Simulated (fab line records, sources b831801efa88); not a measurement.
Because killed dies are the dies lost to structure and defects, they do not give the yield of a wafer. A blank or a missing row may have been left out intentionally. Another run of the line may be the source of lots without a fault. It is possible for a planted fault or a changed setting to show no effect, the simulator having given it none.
One fault seen from 2 desks :: flow sfq-line :: every desk sees just its own numbers, and what lay behind them comes last

## FROM THE METROLOGY DESK
What the gauges read, lot by lot, whatever tool the lot ran on: means of the sampled wafers that have a number. The brackets show how far a lot's mean lies from the usual mean; more than 4 standard deviations puts the lot out of limits, marked OUT.
Columns: A = J5_OVL at SFQ_JJ_OVL_MEAS_931, usual 0 nm; B = I7_BOW at SFQ_I7_BOW_MEAS_946, usual 9 um
lot: L742
first seen here: day 50 02:24
A: -8
B: 7

lot: L743
first seen here: day 50 06:00
A: 4
B: 4

lot: L745
first seen here: day 51 09:40
A: 2
B: -1

lot: L746
first seen here: day 51 14:27
A: -1
B: 10

lot: L747
first seen here: day 51 18:03
A: 1
B: -3

lot: L748
first seen here: day 52 08:28
A: -5
B: 11

lot: L749
first seen here: day 52 19:04
A: -1
B: 19

lot: L750
first seen here: day 53 01:27
A: 3
B: 20

lot: L751
first seen here: day 53 05:01
A: 0
B: 14

lot: L752
first seen here: day 60 01:36
A: 0
B: 10

lot: L761
first seen here: day 62 13:45
A: -4
B: 14

lot: L762
first seen here: day 63 05:21
A: -6
B: -6

lot: L764
first seen here: day 63 23:28
A: 3
B: 27

lot: L765
first seen here: day 64 12:40
A: 1
B: 7
This desk found nothing out of limits on any of the 14 lots.

## FOR THE TOOL OWNER'S DESK: pecvd-01
The tool's own readings at SFQ_TRILAYER_L0_CAP_PECVD_011 (deposits SiO2 from SiH4/N2O, time 13.333 s, target thk 60 nm): means of the sampled wafers that have a number, for each lot that ran on this tool. The brackets show how far a lot's mean lies from the usual mean; more than 4 standard deviations puts the lot out of limits, marked OUT.
Columns: A = heater-power-w at SFQ_TRILAYER_L0_CAP_PECVD_011, usual 83 W; B = throttle-valve-pct at SFQ_TRILAYER_L0_CAP_PECVD_011, usual 24.8 %
lot: L743
first seen here: day 2 14:34
A: 80
B: 25.0

lot: L745
first seen here: day 3 00:10
A: 93
B: 23.3

lot: L746
first seen here: day 3 04:29
A: 74
B: 25.2

lot: L747
first seen here: day 3 09:33
A: 94
B: 23.2

lot: L748
first seen here: day 3 12:10
A: 77
B: 24.2

lot: L749
first seen here: day 3 18:10
A: 87
B: 24.1

lot: L752
first seen here: day 4 06:11
A: 87
B: 24.2
This desk found nothing out of limits on any of the 7 lots.

## TAKEN TOGETHER
The metrology desk saw nothing out of limits.
Nothing out of limits was seen by the tool owner's desk.

## WHAT WAS PUT IN BY THE SIMULATOR
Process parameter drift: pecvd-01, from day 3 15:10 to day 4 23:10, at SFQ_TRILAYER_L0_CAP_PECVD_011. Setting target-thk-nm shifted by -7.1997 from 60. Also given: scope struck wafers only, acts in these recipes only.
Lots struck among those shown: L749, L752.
